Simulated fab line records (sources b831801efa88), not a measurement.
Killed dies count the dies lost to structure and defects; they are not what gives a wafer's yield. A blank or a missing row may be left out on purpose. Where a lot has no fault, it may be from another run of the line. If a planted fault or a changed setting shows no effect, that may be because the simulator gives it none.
Struck lot and sound lot, side by side :: flow sky130 :: 15 out of 708 route steps
Sound: the wafers L147.4, L147.5, L147.6. Struck: wafers L152.1, L152.3, L152.5. The cause is named last.
Each step with rows lists, per side, the tool, then ch with its chambers, then its first start. Under that, the readings that differ: sound wafers :: struck wafers :: difference of the means :: sigmas: that difference in standard deviations of wafers without a fault.
alike: readings with means less than 2 such deviations apart, plus words and numbers identical on both sides. not compared: withheld readings, readings lacking a value on some wafer, bounds such as >300 that could conceal the same value, and numbers that have no deviation in the record and whose values overlap.
The two part at a step that has a row with sigmas, a row that says differs or no value, or rows on one side only. Numbers that don't overlap but have no deviation are shown without sigmas and don't part them. Lack of a reading on every wafer of one side parts them only where that side has two or more wafers.

SKY_POLY_GATE_THK_MEAS_21:
  sound on film_metro-03, day 20 11:19; struck on film_metro-02, day 22 00:14
  alike: POLY_GATE_OXIDATION_THK
SKY_POLY_GATE_CD_MEAS_22:
  sound on cd_sem-01, day 20 11:25; struck on cd_sem-01, day 22 00:17
  alike: cd_nm
then, 7 steps without rows for these wafers: SKY_LDD_N_DEHYDRATE_00 (time 60 s); SKY_LDD_N_HMDS_01 (prime time 60 s); SKY_LDD_N_COAT_02 (resist thk 300 nm); SKY_LDD_N_SOFTBAKE_03 (time 60 s); SKY_LDD_N_EXPOSE_04 (exposes mask NTM, target cd 840 nm); SKY_LDD_N_PEB_05; SKY_LDD_N_DEVELOP_06 (develop time 60 s).
SKY_LDD_N_OVL_MEAS_07:
  sound on overlay-01, day 21 18:05; struck on overlay-02, day 23 06:34
  alike: LDD_N_OVL
then, 2 steps without rows for these wafers: SKY_LDD_N_IMPLANT_08; SKY_LDD_N_IMPLANT_09.
SKY_LDD_N_IMPLANT_10:
  sound on implanter-02 ch 0, day 21 18:29; struck on implanter-03 ch 0, day 23 07:22
reading: dose_ions_cm2
sound: 7.502e+13 7.5e+13 7.488e+13
struck: 8.256e+13 8.253e+13 8.263e+13
difference: +7.607e+12
sigmas: +93

reading: faraday_current_uA
sound: 424 407 412
struck: 465 473 458
difference: +51
sigmas: +5
  alike: end_station_pressure_torr
following that, these wafers have no rows for 1 step: SKY_LDD_N_IMPLANT_11.
-- a jump in the record: the struck wafers' starts before and after are 27 days apart (it breaks off in module LDD_N and resumes in module PAD_OPEN, where the first step shown is number 708 of the route) --
SKY_PAD_OPEN_PROBE_99:
  sound on prober-01, day 48 16:58; struck on prober-02, day 49 22:17
reading: killed_at_contacts
sound: 16 16 24
struck: 28 42 27
difference: +14
sigmas: +2

reading: model.etest.tip_n.rs_ohm_sq
sound: 439.5 442.7 443.1
struck: 431.8 429.1 432
difference: -10.8
sigmas: 
  alike: killed_at_M0_to_M3, killed_at_M4_up, killed_at_front_end, killed_at_other, killed_dies, killed_open, killed_short

## WHERE THEY PART
At SKY_LDD_N_IMPLANT_10 first; at SKY_PAD_OPEN_PROBE_99 last (within this record only).

WHY: what had been put in by the simulator
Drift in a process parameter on implanter-03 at SKY_LDD_N_IMPLANT_10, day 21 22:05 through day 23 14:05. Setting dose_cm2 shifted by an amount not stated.
